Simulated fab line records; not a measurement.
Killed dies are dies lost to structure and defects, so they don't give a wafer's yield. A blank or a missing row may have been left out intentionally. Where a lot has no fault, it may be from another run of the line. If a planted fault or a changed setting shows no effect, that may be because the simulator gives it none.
Which tool was responsible?    flow sky130    12 lots, 36 wafers sampled, at 3 steps of a route of 708

== WHAT THE GAUGES READ, wafer by wafer ==
SKY_VIA1_RS_MEAS_22: a four-point-probe measurement. Usual: VIA1_W_RS typically reads 0.426 ohm/sq, with standard deviation 0.0066.
lot   measured      on             VIA1_W_RS (ohm/sq)                   flag
L935  day 33 11:42  film-metro-02  0.426 0.432 0.429                    
L938  day 36 03:23  film-metro-01  0.422 0.420 0.421                    
L937  day 36 03:43  film-metro-03  0.433 0.235 0.234 0.433 0.234 0.234  OFF
L950  day 38 19:34  film-metro-03  0.429 0.422 0.422                    
L951  day 39 09:19  film-metro-01  0.434 0.437 0.430                    
L953  day 39 19:38  film-metro-01  0.427 0.424 0.425                    
L952  day 39 22:38  film-metro-03  0.430 0.425 0.430                    
L955  day 40 04:46  film-metro-01  0.417 0.431 0.418                    
L954  day 40 06:07  film-metro-03  0.420 0.419 0.423                    
L956  day 40 07:33  film-metro-02  0.420 0.420 0.425                    
L957  day 40 19:35  film-metro-02  0.409 0.407 0.405                    
L958  day 41 00:00  film-metro-03  0.425 0.432 0.424                    

SKY_VIA1_THK_MEAS_23: measures by xrf. Usual: VIA1_W_THK typically reads 265 nm, with standard deviation 4.7.
lot   measured      on             VIA1_W_THK (nm)          flag
L935  day 33 11:49  film-metro-02  263 261 261              
L938  day 36 03:29  film-metro-01  269 268 271              
L937  day 36 14:32  film-metro-03  256 455 461 255 456 460  OFF
L950  day 38 19:40  film-metro-03  258 263 264              
L951  day 39 09:26  film-metro-01  262 261 264              
L953  day 39 19:46  film-metro-01  265 267 267              
L952  day 39 22:44  film-metro-03  260 262 259              
L955  day 40 04:53  film-metro-01  273 264 273              
L954  day 40 06:14  film-metro-03  267 267 267              
L956  day 40 07:40  film-metro-02  269 268 267              
L957  day 40 19:41  film-metro-02  276 277 278              
L958  day 41 00:07  film-metro-03  263 260 265              

== WHAT TOOL EACH LOT RAN ON (gives the tool, then ch and the chambers of the sampled wafers, and finally the start) ==
lot   SKY_VIA1_CVD_21
L935  cvd-w-02 ch 1, day 33 11:36
L938  cvd-w-01 ch 0,1, day 36 03:16
L937  cvd-w-02 ch 0,1, day 36 03:37
L950  cvd-w-02 ch 0,1, day 38 19:28
L951  cvd-w-01 ch 0,1, day 39 09:13
L953  cvd-w-02 ch 0,1, day 39 19:32
L952  cvd-w-02 ch 1, day 39 22:31
L955  cvd-w-02 ch 0,1, day 40 04:41
L954  cvd-w-02 ch 0, day 40 06:02
L956  cvd-w-01 ch 0,1, day 40 07:26
L957  cvd-w-02 ch 1, day 40 19:28
L958  cvd-w-01 ch 0,1, day 40 23:50
- SKY_VIA1_CVD_21: deposits W, target thk 270 nm, time 80.902 s.

== WHAT THE TOOLS THEMSELVES READ (means of the sampled wafers that have a number; where no wafer has one, the mark that the record gives instead) ==
SKY_VIA1_CVD_21. Usual: 845 W for heater-power-w, sd 89.
lot   tool      heater-power-w (W)  flag
L935  cvd-w-02  761                 
L938  cvd-w-01  896                 
L937  cvd-w-02  866                 
L950  cvd-w-02  803                 
L951  cvd-w-01  792                 
L953  cvd-w-02  873                 
L952  cvd-w-02  772                 
L955  cvd-w-02  828                 
L954  cvd-w-02  928                 
L956  cvd-w-01  851                 
L957  cvd-w-02  779                 
L958  cvd-w-01  850                 

== THE ANSWER, worked out from the rows above alone ==
Rule: a lot is off if the mean of its wafers that have a number lies more than 3 standard deviations from the usual mean. A lot without any number at a reading at which 4 lots or more have one is off too. The other lots that the step has rows for count as sound. Order of review: gauges by route order, followed by the tools' own readings, for which a lot's mean as printed above is used. At the first step where some lot is off, the reading lying furthest off is the one used; lots without a number count as furthest.
Off: L937, seen at SKY_VIA1_RS_MEAS_22 (VIA1_W_RS).
A tool fits if, at a process step before that reading, it ran every lot that is off, and no sound lot after the first of them. The gauges at SKY_VIA1_RS_MEAS_22 are tried like those tools. None of those tried fits.

== WHAT THE SIMULATOR HAD PUT IN ==
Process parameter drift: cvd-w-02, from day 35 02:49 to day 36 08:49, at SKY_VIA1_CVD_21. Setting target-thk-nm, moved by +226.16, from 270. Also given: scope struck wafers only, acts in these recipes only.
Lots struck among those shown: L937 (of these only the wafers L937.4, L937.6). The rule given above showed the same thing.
